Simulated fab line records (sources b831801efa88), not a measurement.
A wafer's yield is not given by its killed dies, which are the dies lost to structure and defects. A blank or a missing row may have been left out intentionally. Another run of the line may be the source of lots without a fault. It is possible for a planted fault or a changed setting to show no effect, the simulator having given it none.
A struck lot beside a sound one + flow gf180mcu + 16 steps out of a route of 602
Sound: the wafers L564.1, L564.2, L564.4. Struck: wafer L571.4 (L571.1, L571.5, from the same lot, were not struck and are left out); the cause is given at the end.
Order at every step that has rows: each side's tool, ch and its chambers, its first start. Under that, the readings that differ: sound wafers + struck wafers + difference of the means + sigmas: that difference in standard deviations of wafers without a fault.
alike: readings whose means differ by less than 2 such deviations, and words and numbers that are the same on both sides. not compared: withheld readings, readings that some wafer has no value for, bounds like >300 that may hide the same value, and numbers for which the record gives no deviation and whose values overlap.
A row with sigmas, a row that says differs or no value, or rows on one side alone: a step with any of these is where the two part. Numbers that don't overlap but have no deviation are shown without sigmas and don't part them. A reading missing from all wafers of one side parts the sides only when that side holds two or more wafers.

GF_POLY_GATE_ETCH_13: etches poly-Si in HBr/Cl2, stops on SiO2, target depth 198.5 nm, time 69.6 s.
  sound on rie_si-02 ch 0,1,3, day 9 10:43; struck on rie_si-01 ch 2, day 11 15:07
  alike: drypump_motor_current_A, oes_product_au, throttle_valve_pct
  not compared: rf_hours_counter_h
GF_POLY_GATE_STRIP_14: strips in O2/N2.
  sound on plasma_asher-01 ch 0,1, day 9 10:46; struck on plasma_asher-01 ch 1, day 11 15:10
| reading            | sound       | struck | difference | sigmas |
|--------------------|-------------|--------|------------|--------|
| heater_power_w (W) | 420 299 415 | 307    | -71        | -2     |
  alike: drypump_motor_current_A, oes_product_au
  not compared: rf_hours_counter_h
then, 2 steps without rows for these wafers: GF_POLY_GATE_CLEAN_15 (cleans in SC1/SC2, time 150 s); GF_POLY_GATE_OXIDATION_16 (stabilise 600 s, purge 300 s, target thk 4 nm).
GF_POLY_GATE_THK_MEAS_17:
  sound on film_metro-01 at day 9 12:35; struck on film_metro-04 at day 11 17:38
  alike: POLY_GATE_OXIDATION_THK
GF_POLY_GATE_CD_MEAS_18:
  sound on cd_sem-01 at day 9 12:38; struck on cd_sem-02 at day 11 17:41
  alike: cd_nm
then, 6 steps without rows for these wafers: GF_HV_LDD_DEHYDRATE_00 (time 60 s); GF_HV_LDD_HMDS_01 (prime time 60 s); GF_HV_LDD_COAT_02 (resist thk 1000 nm); GF_HV_LDD_SOFTBAKE_03 (time 60 s); GF_HV_LDD_EXPOSE_04 (exposes mask Nplus LV AREA, target cd 400 nm); GF_HV_LDD_PEB_05.
GF_HV_LDD_DEVELOP_06: develop time 60 s.
  sound on litho_track-02 ch 0, day 10 05:07; struck on litho_track-01 ch 0, day 12 12:28
| reading                | sound             | struck | difference | sigmas |
|------------------------|-------------------|--------|------------|--------|
| resist_line_temp_C (C) | 22.98 22.80 22.96 | 23.14  | +0.23      | +2     |
GF_HV_LDD_CD_MEAS_07 targets a cd of 400 nm.
  sound on cd_sem-01 at day 10 05:16; struck on cd_sem-02 at day 12 12:37
| reading    | sound             | struck | difference | sigmas |
|------------|-------------------|--------|------------|--------|
| cd_nm (nm) | 401.7 398.3 396.0 | 437.2  | +38.5      | +15    |
GF_HV_LDD_OVL_MEAS_08:
  sound on overlay-02 at day 10 05:23; struck on overlay-01 at day 12 12:44
  alike: HV_LDD_OVL
GF_PASSIVATION_PROBE_99:
  sound wafers here have rows in the record (prober-02, day 29 03:35); struck ones have none

WHERE THEY PART
First at GF_POLY_GATE_STRIP_14; last, within this record, at GF_PASSIVATION_PROBE_99.

WHY: what the simulator had put in
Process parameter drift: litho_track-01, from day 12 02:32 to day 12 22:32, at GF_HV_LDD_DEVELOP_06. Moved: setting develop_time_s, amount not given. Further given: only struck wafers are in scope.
